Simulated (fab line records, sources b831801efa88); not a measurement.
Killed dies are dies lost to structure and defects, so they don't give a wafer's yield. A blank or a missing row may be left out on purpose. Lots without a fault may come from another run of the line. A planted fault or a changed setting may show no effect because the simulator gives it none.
Which tool did it? | flow gf180mcu | 15 lots, 45 wafers sampled, at 2 steps of a route of 602

WHAT THE GAUGES READ, wafer by wafer
GF_V5_RS_MEAS_24: measures by four-point-probe. Usual: V5_W_RS 0.3311 ohm/sq, standard deviation 0.0028.
lot  | measured     | on            | V5_W_RS (ohm/sq)     | flag
L969 | day 28 09:27 | film_metro-02 | 0.3256 0.3265 0.3286 |
L970 | day 28 18:42 | film_metro-02 | 0.3323 0.3330 0.3267 |
L971 | day 29 02:09 | film_metro-02 | 0.3265 0.3303 0.3260 |
L977 | day 31 00:25 | film_metro-02 | 0.3307 0.3300 0.3330 |
L978 | day 31 02:23 | film_metro-03 | 0.3349 0.3325 0.3286 |
L979 | day 31 10:49 | film_metro-03 | 0.3297 0.3298 0.3304 |
L980 | day 31 14:45 | film_metro-02 | 0.3308 0.3291 0.3334 |
L981 | day 32 03:46 | film_metro-02 | 0.3315 0.3322 0.3324 |
L982 | day 32 07:38 | film_metro-03 | 0.3327 0.3320 0.3286 |
L983 | day 32 11:34 | film_metro-02 | 0.3314 0.3310 0.3303 |
L984 | day 32 15:06 | film_metro-02 | 0.3271 0.3331 0.3322 |
L985 | day 32 23:56 | film_metro-03 | 0.3320 0.3363 0.3364 |
L987 | day 33 10:07 | film_metro-03 | 0.3324 0.3358 0.3334 |
L988 | day 33 15:37 | film_metro-03 | 0.3295 0.3295 0.3306 |
L989 | day 33 21:26 | film_metro-04 | 0.3282 0.3306 0.3348 |

WHICH TOOL RAN EACH LOT (tool, then ch and the chambers of the sampled wafers, then the start)
lot  | GF_M5_ETCH_09
L969 | rie_diel-01 ch 0,2, day 27 11:33
L970 | rie_diel-02 ch 0,1,2, day 27 20:57
L971 | rie_diel-04 ch 0,1,2, day 28 04:20
L977 | rie_diel-04 ch 1,2, day 30 03:57
L978 | rie_diel-01 ch 1,3, day 30 05:53
L979 | rie_diel-01 ch 1,2, day 30 13:41
L980 | rie_diel-04 ch 0,1, day 30 17:47
L981 | rie_diel-04 ch 0,1, day 31 04:51
L982 | rie_diel-04 ch 0,2,3, day 31 11:45
L983 | rie_diel-01 ch 0,1,2, day 31 17:21
L984 | rie_diel-02 ch 0,1,2, day 31 19:28
L985 | rie_diel-01 ch 1,2,3, day 32 04:39
L987 | rie_diel-04 ch 0,2,3, day 32 15:42
L988 | rie_diel-04 ch 0,3, day 32 21:30
L989 | rie_diel-04 ch 1,2, day 33 03:03
- GF_M5_ETCH_09: etches Si3N4 in CF4/O2, target depth 52 nm, time 11.6 s.

WHAT THE TOOLS THEMSELVES READ (means of the sampled wafers that have a number; where no wafer has one, the mark that the record gives instead)
GF_M5_ETCH_09. Usual: O2_flow_sccm 10.004 sccm, standard deviation 0.03; bias_w 150.1 W, standard deviation 0.45; drypump_motor_current_A 5.9 A, standard deviation 0.32; oes_product_au 0.999 a.u., standard deviation 0.0083; throttle_valve_pct 5.969 %, standard deviation 0.0097.
lot  | tool        | O2_flow_sccm (sccm) | bias_w (W) | drypump_motor_current_A (A) | oes_product_au (a.u.) | throttle_valve_pct (%) | flag
L969 | rie_diel-01 | 10.022              | 149.8      | 6.3                         | 0.999                 | 5.979                  |
L970 | rie_diel-02 | 9.992               | 150.0      | 5.9                         | 1.004                 | 5.956                  |
L971 | rie_diel-04 | 9.973               | 149.9      | 6.0                         | 0.999                 | 5.963                  |
L977 | rie_diel-04 | 9.994               | 149.9      | 5.8                         | 0.983                 | 5.962                  |
L978 | rie_diel-01 | 10.014              | 150.2      | 5.8                         | 1.006                 | 5.964                  |
L979 | rie_diel-01 | 9.995               | 149.9      | 5.4                         | 1.013                 | 5.972                  |
L980 | rie_diel-04 | 10.016              | 150.7      | 6.0                         | 0.988                 | 5.969                  |
L981 | rie_diel-04 | 9.993               | 150.0      | 6.0                         | 1.004                 | 5.977                  |
L982 | rie_diel-04 | 9.990               | 150.1      | 5.9                         | 1.005                 | 5.974                  |
L983 | rie_diel-01 | 10.011              | 150.2      | 5.8                         | 0.998                 | 5.969                  |
L984 | rie_diel-02 | 10.042              | 150.1      | 5.9                         | 1.001                 | 5.972                  |
L985 | rie_diel-01 | 10.024              | 150.3      | 5.7                         | 1.007                 | 5.974                  |
L987 | rie_diel-04 | 10.011              | 150.1      | 5.9                         | 0.993                 | 5.964                  |
L988 | rie_diel-04 | 10.002              | 150.1      | 5.9                         | 1.002                 | 5.970                  |
L989 | rie_diel-04 | 10.007              | 150.0      | 5.7                         | 0.994                 | 5.962                  |

THE ANSWER, worked out from the rows above alone
Rule: a lot is off if the mean of its wafers that have a number lies more than 3 standard deviations from the usual mean. A lot without any number at a reading at which 4 lots or more have one is off too. The other lots that the step has rows for count as sound. The gauges are gone through in route order, then the tools' own readings, and for those a lot's mean is taken as printed above. The first step at which some lot is off is used, and at that step the reading that is off furthest; a lot without a number counts as furthest.
No lot is off at any reading shown: from this, nothing can be told.

WHAT THE SIMULATOR HAD PUT IN
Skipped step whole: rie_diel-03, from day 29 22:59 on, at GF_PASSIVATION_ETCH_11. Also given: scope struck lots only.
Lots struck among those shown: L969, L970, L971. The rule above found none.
